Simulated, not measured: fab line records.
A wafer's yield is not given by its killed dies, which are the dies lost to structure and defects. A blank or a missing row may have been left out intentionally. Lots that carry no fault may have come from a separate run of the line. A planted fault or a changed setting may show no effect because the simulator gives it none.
Commonality check across tools	flow gf180mcu	Sampled: 12 lots, 36 wafers

REASON IT WAS OPENED
At GF_HV_LDD_TW_MEAS_23 the reading HV_LDD_2_TW is flagged on 2 of 12 lots. No-fault wafers: 1057, standard deviation 5.7.
Rule: flag the lot when none of its wafers has a number, or when each of its wafers that has one lies beyond 4 standard deviations from that mean. All remaining lots are regarded as sound.

lot	measured	on	HV_LDD_2_TW, wafer by wafer	flag
L283	day 12 07:43	film_metro-01	1052 1050 1056	
L285	day 13 01:49	film_metro-03	1058 1057 1051	
L287	day 13 17:31	film_metro-01	1065 1066 1066	
L288	day 13 22:46	film_metro-02	1065 1066 1063	
L289	day 14 01:37	film_metro-03	1058 1050 1052	
L290	day 14 11:52	film_metro-03	1048 1054 1052	
L291	day 14 17:44	film_metro-01	1059 1065 1061	
L292	day 15 16:02	film_metro-01	870 871 873	FLAGGED
L293	day 15 20:17	film_metro-03	873 872 871	FLAGGED
L294	day 15 23:16	film_metro-01	1057 1055 1059	
L295	day 16 03:41	film_metro-03	1055 1057 1061	
L299	day 17 17:01	film_metro-01	1057 1051 1057	
The mean of the flagged lots' numbers is 872, -185 from the usual (-33 standard deviations).

TOOL THAT RAN EACH LOT
The record holds 3 process steps before the reading, out of a route of 602 steps. Every cell lists first the tool, next ch and the chambers used by the sampled wafers, and last the start.
lot	flag	GF_DUAL_GATE_STRIP_13	GF_POLY_GATE_ETCH_12	GF_HV_LDD_IMPLANT_21
L283		plasma_asher-03 ch 0,1, day 9 18:02	rie_diel-02 ch 2,3, day 10 15:23	implanter-04 ch 0, day 12 07:29
L285		plasma_asher-02 ch 0,1, day 10 10:31	rie_diel-02 ch 1,2, day 11 08:29	implanter-04 ch 0, day 13 01:35
L287		plasma_asher-01 ch 0, day 11 01:03	rie_diel-03 ch 0,1,2, day 11 23:50	implanter-04 ch 0, day 13 17:16
L288		plasma_asher-01 ch 0,1, day 11 06:02	rie_diel-02 ch 0,1, day 12 03:41	implanter-04 ch 0, day 13 22:31
L289		plasma_asher-03 ch 0,1, day 11 09:10	rie_diel-02 ch 0,2,3, day 12 07:44	implanter-01 ch 0, day 14 01:24
L290		plasma_asher-01 ch 0,1, day 11 16:26	rie_diel-02 ch 1,2,3, day 12 16:02	implanter-04 ch 0, day 14 11:37
L291		plasma_asher-02 ch 0,1, day 12 00:04	rie_diel-03 ch 1,2, day 12 22:47	implanter-04 ch 0, day 14 17:31
L292	FLAGGED	plasma_asher-03 ch 0,1, day 12 16:28	rie_diel-01 ch 2,3, day 13 18:43	implanter-04 ch 0, day 15 15:49
L293	FLAGGED	plasma_asher-01 ch 0,1, day 12 23:23	rie_diel-03 ch 0,3, day 13 23:20	implanter-04 ch 0, day 15 20:03
L294		plasma_asher-02 ch 0,1, day 13 02:29	rie_diel-02 ch 0,2,3, day 14 02:08	implanter-01 ch 0, day 15 23:01
L295		plasma_asher-03 ch 0,1, day 13 06:26	rie_diel-02 ch 0,2, day 14 05:38	implanter-01 ch 0, day 16 03:27
L299		plasma_asher-03 ch 0,1, day 14 17:08	rie_diel-03 ch 0,1,2, day 15 17:40	implanter-01 ch 0, day 17 16:46
What the steps here do:
- GF_DUAL_GATE_STRIP_13: strips in O2/N2.
- GF_POLY_GATE_ETCH_12: etches BARC in N2/H2.
- GF_HV_LDD_IMPLANT_21
- GF_HV_LDD_TW_MEAS_23

FLAGGED AGAINST TOTAL, ONE TOOL AT A TIME (gauges that did the reading follow at the end)
step	tool	lots run	flagged	share of the flagged lots	sound lots run after its first flagged lot
GF_DUAL_GATE_STRIP_13	plasma_asher-01	4	1	some	0
GF_DUAL_GATE_STRIP_13	plasma_asher-02	3	0	none	-
GF_DUAL_GATE_STRIP_13	plasma_asher-03	5	1	some	2 (L295,L299)
GF_POLY_GATE_ETCH_12	rie_diel-01	1	1	some	0
GF_POLY_GATE_ETCH_12	rie_diel-02	7	0	none	-
GF_POLY_GATE_ETCH_12	rie_diel-03	4	1	some	1 (L299)
GF_HV_LDD_IMPLANT_21	implanter-01	4	0	none	-
GF_HV_LDD_IMPLANT_21	implanter-04	8	2	all	0
GF_HV_LDD_TW_MEAS_23	film_metro-01	6	1	some	2 (L294,L299)
GF_HV_LDD_TW_MEAS_23	film_metro-02	1	0	none	-
GF_HV_LDD_TW_MEAS_23	film_metro-03	5	1	some	1 (L295)

WHAT IS ALLOWED BY THE TABLE
1 row of the table ran every flagged lot: implanter-04 at GF_HV_LDD_IMPLANT_21.
- implanter-04 at GF_HV_LDD_IMPLANT_21: 2 of its 8 lots flagged. It ran its last sound lot, L291, at day 14 17:31 and its first flagged lot, L292, at day 15 15:49: a fault with its onset between the two fits. Its own readings (dose_ions_cm2, faraday_current_uA) fall more than 4 standard deviations out on all wafers of the flagged lots.
Just one tool remains: implanter-04 at GF_HV_LDD_IMPLANT_21.

WHAT THE SIMULATOR PUT IN
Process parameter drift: implanter-04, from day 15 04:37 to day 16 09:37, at GF_HV_LDD_IMPLANT_21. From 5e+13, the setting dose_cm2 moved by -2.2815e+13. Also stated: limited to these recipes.
Struck lots among those shown: L292, L293. The rule given above showed the same thing.
